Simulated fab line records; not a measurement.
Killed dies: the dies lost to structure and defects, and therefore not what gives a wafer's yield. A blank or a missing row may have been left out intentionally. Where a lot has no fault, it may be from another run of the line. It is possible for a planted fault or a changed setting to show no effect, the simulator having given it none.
fab line records + flow sky130 + part 2 of 2: steps 28 to 37 of 37
record:
- lots: 5
- wafers: 15
- lastDay: 49
route steps=708 shown METAL5@669 PASSIVATION@681 PAD_OPEN@694
lots with no fault: from the same line, run without faults
startH: start of the lot's first displayed wafer, in hours after the record's first day + waitH: hours elapsed since this lot's preceding step + " repeats the value in the row above + L1.1+2: a row that stands for several wafers + - no value, or no start was given + * or withheld: withheld + < > ~ a bound
route shown NAME@n: NAME is a module with steps in the file, n the number in the route of the first one + usual: mean and standard deviation over wafers with no fault + same: alike in all rows + chamber/n: place in a boat + sites: per-site readings + _std_site: how widely they spread, as a standard deviation + _edge_site: outer sites' mean less inner sites' + radiusMm: for every site, how far away it sits from the centre of the wafer + mask NAME#n: copy n + behind: the tool/chamber that last shaped the wafer + hold: why the lot went on hold/how many hours it stayed there/how the hold came to an end + device: transistor that didn't switch, given as n, p or np + end of line: tests run on the same wafers once the route is complete + a step given without rows: its recipe and nothing more + killed: dies that structure and defects cost at the first sort, which is not the same as the wafer's yield + map: per-die view of a wafer (x killed, . not killed, _ where there is no die)
set.NAME: the setting as run; set.NAME@STEP: as run at that earlier step + model.NAME: the simulator's own value behind a step, which no gauge read
lots seen at some steps along the route; tables by step, rows by wafer
services: a tool's chamber out of use, with start hour (startH, from the record's first day; less than 0 if before it), hours out, and reason
== steps ==
step: SKY_PAD_OPEN_COAT_02
recipe:
- spinRpm: 2000
- resistThkNm: 3000
| lot.wafer  | tool          | chamber | startH  | waitH |
|------------|---------------|---------|---------|-------|
| L074.1+2+3 | lithoTrack-04 | 0       | 1041.65 | 0.1   |
| L083.1+3+5 | lithoTrack-04 | 0       | 1126.10 | 0.1   |
| L086.2+3+6 | lithoTrack-04 | 0       | 1128.43 | 0.1   |
| L094.4+5+6 | lithoTrack-01 | 0       | 1167.19 | 0.1   |
| L096.1+3+5 | lithoTrack-01 | 0       | 1176.51 | 0.1   |
step: SKY_PAD_OPEN_SOFTBAKE_03
recipe:
- tempC: 110
- timeS: withheld
usual:
- heaterPowerTotalW: 65.30/0.13
| lot.wafer | tool          | chamber | startH  | waitH | heaterPowerTotalW |
|-----------|---------------|---------|---------|-------|-------------------|
| L074.1    | lithoTrack-04 | 0       | 1041.80 | 0.1   | 65.54             |
| L074.2    | "             | 0       | "       | "     | 65.35             |
| L074.3    | "             | 0       | "       | "     | 65.14             |
| L083.1    | lithoTrack-04 | 0       | 1126.25 | 0.1   | 65.46             |
| L083.3    | "             | 0       | "       | "     | 65.30             |
| L083.5    | "             | 0       | "       | "     | 65.52             |
| L086.2    | lithoTrack-04 | 0       | 1128.58 | 0.1   | 65.13             |
| L086.3    | "             | 0       | "       | "     | 65.46             |
| L086.6    | "             | 0       | "       | "     | 65.33             |
| L094.4    | lithoTrack-01 | 0       | 1167.36 | 0.1   | 65.17             |
| L094.5    | "             | 0       | "       | "     | 65.29             |
| L094.6    | "             | 0       | "       | "     | 65.57             |
| L096.1    | lithoTrack-01 | 0       | 1176.66 | 0.1   | 65.31             |
| L096.3    | "             | 0       | "       | "     | 65.10             |
| L096.5    | "             | 0       | "       | "     | 65.30             |
step: SKY_PAD_OPEN_EXPOSE_04
recipe:
- maskId: PDM
- targetCdNm: 60000
- na: 0.57
- doseMj: 260
usual:
- focusOffsetNm: 0.0/0.51
| lot.wafer | tool            | chamber | startH | waitH | mask  | focusOffsetNm |
|-----------|-----------------|---------|--------|-------|-------|---------------|
| L074.1    | ilineStepper-01 | 0       | -      | -     | PDM#0 | 0.5           |
| L074.2    | "               | 0       | "      | "     | PDM#0 | 0.1           |
| L074.3    | "               | 0       | "      | "     | PDM#0 | -0.4          |
| L083.1    | ilineStepper-01 | 0       | -      | -     | PDM#0 | 0.3           |
| L083.3    | "               | 0       | "      | "     | PDM#0 | -0.2          |
| L083.5    | "               | 0       | "      | "     | PDM#0 | -0.7          |
| L086.2    | ilineStepper-01 | 0       | -      | -     | PDM#0 | 0.7           |
| L086.3    | "               | 0       | "      | "     | PDM#0 | 1.0           |
| L086.6    | "               | 0       | "      | "     | PDM#0 | -0.2          |
| L094.4    | ilineStepper-01 | 0       | -      | -     | PDM#0 | 0.5           |
| L094.5    | "               | 0       | "      | "     | PDM#0 | 0.0           |
| L094.6    | "               | 0       | "      | "     | PDM#0 | 0.1           |
| L096.1    | ilineStepper-01 | 0       | -      | -     | PDM#0 | -0.3          |
| L096.3    | "               | 0       | "      | "     | PDM#0 | 1.0           |
| L096.5    | "               | 0       | "      | "     | PDM#0 | 0.7           |
step: SKY_PAD_OPEN_PEB_05
recipe:
- tempC: 115
- timeS: withheld
usual:
- heaterPowerTotalW: 69.34/0.13
| lot.wafer | tool          | chamber | startH | waitH | heaterPowerTotalW |
|-----------|---------------|---------|--------|-------|-------------------|
| L074.1    | lithoTrack-01 | 0       | -      | -     | 69.36             |
| L074.2    | "             | 0       | "      | "     | 69.45             |
| L074.3    | "             | 0       | "      | "     | 69.36             |
| L083.1    | lithoTrack-02 | 0       | -      | -     | 69.37             |
| L083.3    | "             | 0       | "      | "     | 69.55             |
| L083.5    | "             | 0       | "      | "     | 69.31             |
| L086.2    | lithoTrack-04 | 0       | -      | -     | 69.22             |
| L086.3    | "             | 0       | "      | "     | 69.54             |
| L086.6    | "             | 0       | "      | "     | 69.26             |
| L094.4    | lithoTrack-02 | 0       | -      | -     | 69.18             |
| L094.5    | "             | 0       | "      | "     | 69.13             |
| L094.6    | "             | 0       | "      | "     | 69.40             |
| L096.1    | lithoTrack-04 | 0       | -      | -     | 69.53             |
| L096.3    | "             | 0       | "      | "     | 69.50             |
| L096.5    | "             | 0       | "      | "     | 69.27             |
step: SKY_PAD_OPEN_DEVELOP_06
recipe:
- developTimeS: 60
- devTempC: 23
usual:
- developerTempC: 23.01/0.11
| lot.wafer | tool          | chamber | startH | waitH | developerTempC |
|-----------|---------------|---------|--------|-------|----------------|
| L074.1    | lithoTrack-01 | 0       | -      | -     | 22.90          |
| L074.2    | "             | 0       | "      | "     | 22.96          |
| L074.3    | "             | 0       | "      | "     | 22.87          |
| L083.1    | lithoTrack-02 | 0       | -      | -     | 22.91          |
| L083.3    | "             | 0       | "      | "     | 22.83          |
| L083.5    | "             | 0       | "      | "     | 22.88          |
| L086.2    | lithoTrack-04 | 0       | -      | -     | 22.89          |
| L086.3    | "             | 0       | "      | "     | 22.97          |
| L086.6    | "             | 0       | "      | "     | 22.93          |
| L094.4    | lithoTrack-02 | 0       | -      | -     | 22.96          |
| L094.5    | "             | 0       | "      | "     | 22.99          |
| L094.6    | "             | 0       | "      | "     | 23.01          |
| L096.1    | lithoTrack-04 | 0       | -      | -     | 23.01          |
| L096.3    | "             | 0       | "      | "     | 23.00          |
| L096.5    | "             | 0       | "      | "     | 23.01          |
step: SKY_PAD_OPEN_ETCH_07
recipe:
- chemistry: CF4/O2
- targetDepthNm: 725
- stopOn: AlCu
- sourceW: 800
- biasW: 150
- pressureMtorr: 150
- cf4FlowSccm: 80
- O2_flow_sccm: 10
- timeS: 161.1
usual:
- drypumpMotorCurrentA: 5.7/0.49
- oesProductAu: 0.977/0.0074
- throttleValvePct: 5.964/0.0097
| lot.wafer | tool       | chamber | startH  | waitH | drypumpMotorCurrentA | oesProductAu | rfHoursCounterH | throttleValvePct |
|-----------|------------|---------|---------|-------|----------------------|--------------|-----------------|------------------|
| L074.1    | rieDiel-01 | 2       | 1051.51 | -     | 5.7                  | 0.968        | 15              | 5.959            |
| L074.2    | "          | 0       | "       | "     | 5.8                  | 0.971        | 3               | 5.962            |
| L074.3    | "          | 3       | "       | "     | 6.0                  | 0.973        | 24              | 5.962            |
| L083.1    | rieDiel-03 | 0       | 1135.38 | -     | 6.8                  | 0.975        | 15              | 5.959            |
| L083.3    | "          | 2       | "       | "     | 5.2                  | 0.983        | 1               | 5.953            |
| L083.5    | "          | 0       | "       | "     | 6.8                  | 0.982        | -               | 5.969            |
| L086.2    | rieDiel-01 | 2       | 1137.25 | -     | 5.7                  | 0.975        | 19              | 5.958            |
| L086.3    | "          | 1       | "       | "     | 5.2                  | 0.988        | 18              | 5.970            |
| L086.6    | "          | 1       | "       | "     | 5.2                  | 0.975        | -               | 5.960            |
| L094.4    | rieDiel-03 | 2       | 1175.03 | -     | 5.2                  | 0.978        | 2               | 5.967            |
| L094.5    | "          | 3       | "       | "     | 5.7                  | 0.983        | -               | 5.966            |
| L094.6    | "          | 2       | "       | "     | 5.2                  | 0.979        | -               | 5.954            |
| L096.1    | rieDiel-03 | 1       | 1185.35 | -     | 6.7                  | 0.970        | 20              | 5.940            |
| L096.3    | "          | 3       | "       | "     | 5.7                  | 0.982        | 17              | 5.954            |
| L096.5    | "          | 0       | "       | "     | 6.8                  | 0.968        | -               | 5.959            |
step: SKY_PAD_OPEN_STRIP_08
recipe:
- chemistry: O2/N2
- powerW: 1400
- pressureMtorr: 1500
- platenTempC: withheld
- overashFraction: 0.7
- o2FlowSccm: 3000
- n2FlowSccm: 300
usual:
- drypumpMotorCurrentA: 6.3/0.5
- n2FlowSccm: 300.1/0.77
- oesProductAu: 0.663/0.0047
- stripTimeToEndpointS: 37.04/0.11
| lot.wafer | tool           | chamber | startH  | waitH | drypumpMotorCurrentA | n2FlowSccm | oesProductAu | rfHoursCounterH | stripTimeToEndpointS |
|-----------|----------------|---------|---------|-------|----------------------|------------|--------------|-----------------|----------------------|
| L074.1    | plasmaAsher-03 | 1       | 1051.62 | 0.1   | 6.7                  | 300.1      | 0.668        | 90              | 36.84                |
| L074.2    | "              | 0       | "       | "     | 6.8                  | 300.6      | 0.664        | 90              | 36.90                |
| L074.3    | "              | 0       | "       | "     | 6.8                  | 299.5      | 0.660        | -               | 36.94                |
| L083.1    | plasmaAsher-01 | 0       | 1135.48 | 0.1   | 6.0                  | 299.7      | 0.660        | 7               | 37.25                |
| L083.3    | "              | 0       | "       | "     | 5.9                  | 298.8      | 0.659        | -               | 37.25                |
| L083.5    | "              | 1       | "       | "     | 5.7                  | 300.1      | 0.661        | -               | 37.24                |
| L086.2    | plasmaAsher-04 | 1       | 1137.36 | 0.1   | 5.4                  | 300.2      | 0.664        | 37              | 37.01                |
| L086.3    | "              | 1       | "       | "     | 5.4                  | 299.7      | 0.666        | -               | 36.95                |
| L086.6    | "              | 1       | "       | "     | 5.4                  | 300.2      | 0.662        | -               | 37.04                |
| L094.4    | plasmaAsher-03 | 1       | 1175.17 | 0.1   | 6.7                  | 299.6      | 0.670        | -               | 37.01                |
| L094.5    | "              | 1       | "       | "     | 6.7                  | 299.5      | 0.661        | -               | 37.18                |
| L094.6    | "              | 0       | "       | "     | 6.7                  | 299.6      | 0.665        | -               | 37.15                |
| L096.1    | plasmaAsher-04 | 1       | 1185.46 | 0.1   | 5.4                  | 300.0      | 0.663        | 42              | 37.09                |
| L096.3    | "              | 0       | "       | "     | 6.1                  | 299.9      | 0.667        | -               | 36.97                |
| L096.5    | "              | 1       | "       | "     | 5.4                  | 299.8      | 0.663        | -               | 37.04                |
step: SKY_PAD_OPEN_STRIP_09
recipe:
- chemistry: postEtchResidueRemover
- timeS: 1200
- tempC: 72.5
| lot.wafer  | tool        | chamber | startH  | waitH |
|------------|-------------|---------|---------|-------|
| L074.1+2+3 | wetBench-04 | 1       | 1051.72 | 0.1   |
| L083.1+3+5 | wetBench-03 | 0       | 1135.58 | 0.1   |
| L086.2+3+6 | wetBench-04 | 1       | 1137.53 | 0.1   |
| L094.4+5+6 | wetBench-03 | 0       | 1175.23 | 0.0   |
| L096.1+3+5 | wetBench-03 | 3       | 1185.56 | 0.1   |
step: SKY_PAD_OPEN_CLEAN_10
recipe:
- chemistry: IPA
- timeS: 180
- tempC: 25
| lot.wafer  | tool        | chamber | startH  | waitH |
|------------|-------------|---------|---------|-------|
| L074.1+2+3 | wetBench-01 | 3       | 1052.06 | 0.0   |
| L083.1+3+5 | wetBench-03 | 0       | 1135.95 | 0.0   |
| L086.2+3+6 | wetBench-03 | 2       | 1137.91 | 0.0   |
| L094.4+5+6 | wetBench-03 | 1       | 1175.57 | 0.0   |
| L096.1+3+5 | wetBench-04 | 3       | 1185.90 | 0.0   |
step: SKY_PAD_OPEN_CLEAN_11
recipe:
- chemistry: O3/DIW
- dry: n2Spin
| lot.wafer  | tool        | chamber | startH  | waitH |
|------------|-------------|---------|---------|-------|
| L074.1+2+3 | wetBench-01 | 0       | 1052.12 | 0.0   |
| L083.1+3+5 | wetBench-03 | 0       | 1136.02 | 0.0   |
| L086.2+3+6 | wetBench-04 | 2       | 1137.97 | 0.0   |
| L094.4+5+6 | wetBench-03 | 3       | 1175.63 | 0.0   |
| L096.1+3+5 | wetBench-03 | 3       | 1185.96 | 0.0   |
== services ==
| tool            | chamber | startH  | hours | kind   |
|-----------------|---------|---------|-------|--------|
| rieDiel-01      | -       | 976.24  | 0.7   | repair |
| pecvd-04        | 2       | 986.07  | 4.3   | repair |
| rieDiel-03      | 0       | 986.58  | 2.5   | repair |
| rieDiel-03      | 2       | 986.94  | 7.5   | repair |
| rieMetal-04     | -       | 997.46  | 1.0   | repair |
| ilineStepper-01 | -       | 997.95  | 1.7   | pm     |
| pecvd-02        | 1       | 1006.87 | 4.9   | repair |
| pecvd-04        | -       | 1015.81 | 14.6  | pm     |
| rieMetal-02     | -       | 1016.81 | 1.1   | repair |
| rieDiel-03      | 1       | 1032.96 | 5.8   | repair |
| rieDiel-03      | -       | 1035.52 | 1.1   | repair |
| rieDiel-01      | 3       | 1043.40 | 6.0   | repair |
| wetBench-04     | -       | 1044.79 | 0.6   | repair |
| ilineStepper-02 | -       | 1053.83 | 1.7   | pm     |
| plasmaAsher-01  | -       | 1055.25 | 9.0   | pm     |
| ilineStepper-02 | -       | 1057.00 | 3.0   | repair |
| plasmaAsher-01  | -       | 1073.85 | 4.5   | repair |
| rieMetal-04     | 1       | 1081.03 | 2.3   | repair |
| plasmaAsher-04  | -       | 1084.50 | 4.3   | pm     |
| plasmaAsher-01  | -       | 1089.93 | 2.8   | pm     |
| plasmaAsher-03  | -       | 1095.13 | 1.2   | repair |
| rieMetal-04     | -       | 1123.17 | 1.6   | repair |
| plasmaAsher-03  | -       | 1145.30 | 1.9   | repair |
| ilineStepper-02 | -       | 1173.48 | 7.9   | repair |
